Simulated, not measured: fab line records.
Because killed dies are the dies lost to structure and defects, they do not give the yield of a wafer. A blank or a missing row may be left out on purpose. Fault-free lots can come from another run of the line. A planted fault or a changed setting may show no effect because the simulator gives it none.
Chamber matching || flow sky130 || rie diel-02 running SKY_VIA2_ETCH_15: 4 sister chambers
The step etches SiO2 in C4F8/O2/Ar, stops on TiN, target depth 546 nm, time 84 s. 14 wafers are shown with their chamber, then 7 later ones without.

## WAFERS WITH THEIR CHAMBER
{"wafer": "L078.1", "chamber": 1, "chamber pressure mTorr (mTorr)": 39.93, "oes product au (a.u.)": 0.938}
{"wafer": "L078.2", "chamber": 3, "chamber pressure mTorr (mTorr)": 40.05, "oes product au (a.u.)": 0.934}
{"wafer": "L078.3", "chamber": 2, "chamber pressure mTorr (mTorr)": 39.99, "oes product au (a.u.)": 0.940}
{"wafer": "L079.1", "chamber": 3, "chamber pressure mTorr (mTorr)": 40.00, "oes product au (a.u.)": 0.942}
{"wafer": "L079.2", "chamber": 0, "chamber pressure mTorr (mTorr)": 39.93, "oes product au (a.u.)": 0.944}
{"wafer": "L079.5", "chamber": 0, "chamber pressure mTorr (mTorr)": 39.98, "oes product au (a.u.)": 0.939}
{"wafer": "L080.3", "chamber": 3, "chamber pressure mTorr (mTorr)": 39.95, "oes product au (a.u.)": 0.941}
{"wafer": "L080.4", "chamber": 1, "chamber pressure mTorr (mTorr)": 39.97, "oes product au (a.u.)": 0.941}
{"wafer": "L080.5", "chamber": 1, "chamber pressure mTorr (mTorr)": 39.99, "oes product au (a.u.)": 0.943}
{"wafer": "L087.2", "chamber": 3, "chamber pressure mTorr (mTorr)": 39.93, "oes product au (a.u.)": 0.936}
{"wafer": "L087.5", "chamber": 0, "chamber pressure mTorr (mTorr)": 39.95, "oes product au (a.u.)": 0.932}
{"wafer": "L087.6", "chamber": 1, "chamber pressure mTorr (mTorr)": 39.94, "oes product au (a.u.)": 0.939}
{"wafer": "L092.2", "chamber": 2, "chamber pressure mTorr (mTorr)": 40.10, "oes product au (a.u.)": 0.936}
{"wafer": "L092.4", "chamber": 3, "chamber pressure mTorr (mTorr)": 40.01, "oes product au (a.u.)": 0.936}

SIGNATURES (averages over the wafers above)
{"reading": "chamber pressure mTorr", "chamber 0": 39.9533, "chamber 1": 39.9575, "chamber 2": 40.0450, "chamber 3": 39.9880, "scatter within a chamber": 0.0434}
{"reading": "oes product au", "chamber 0": 0.93833, "chamber 1": 0.94025, "chamber 2": 0.93800, "chamber 3": 0.93780, "scatter within a chamber": 0.0038}
Rule: for each reading, subtract the chamber's mean from the wafer's reading, divide by that reading's scatter and square the result; add these up over the readings and take the root, which gives the wafer's distance from the chamber. The wafer belongs to the nearest chamber; if the next one is less than 2 further off, it can't be placed. The scatter: take each reading less its chamber's mean, square it, sum over the shown wafers, divide by the number of wafers less the number of chambers, and take the root.

## WAFERS WITHOUT THEIR CHAMBER
{"wafer": "L092.5", "chamber pressure mTorr (mTorr)": 39.95, "oes product au (a.u.)": 0.939}
{"wafer": "L091.2", "chamber pressure mTorr (mTorr)": 40.05, "oes product au (a.u.)": 0.929}
{"wafer": "L091.4", "chamber pressure mTorr (mTorr)": 40.04, "oes product au (a.u.)": 0.931}
{"wafer": "L091.5", "chamber pressure mTorr (mTorr)": 40.04, "oes product au (a.u.)": 0.934}
{"wafer": "L096.1", "chamber pressure mTorr (mTorr)": 40.02, "oes product au (a.u.)": 0.947}
{"wafer": "L096.2", "chamber pressure mTorr (mTorr)": 40.02, "oes product au (a.u.)": 0.937}
{"wafer": "L096.5", "chamber pressure mTorr (mTorr)": 39.98, "oes product au (a.u.)": 0.945}

## WHICH CHAMBER EACH ONE RAN IN
{"wafer": "L092.5", "from the rows above": "can't be placed: 0 or 1 or 3", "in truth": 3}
{"wafer": "L091.2", "from the rows above": "can't be placed: 2 or 3 or 0 or 1", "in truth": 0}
{"wafer": "L091.4", "from the rows above": "can't be placed: 2 or 3 or 0 or 1", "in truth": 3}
{"wafer": "L091.5", "from the rows above": "can't be placed: 2 or 3 or 0 or 1", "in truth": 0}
{"wafer": "L096.1", "from the rows above": "can't be placed: 1 or 2 or 3 or 0", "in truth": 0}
{"wafer": "L096.2", "from the rows above": "can't be placed: 2 or 3 or 0 or 1", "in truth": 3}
{"wafer": "L096.5", "from the rows above": "can't be placed: 1 or 0 or 3 or 2", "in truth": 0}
Correct placement for 0 of the 7. Cannot be placed on the basis of these rows: 7; the candidates contain the true chamber in 7. Wrongly placed: 0.
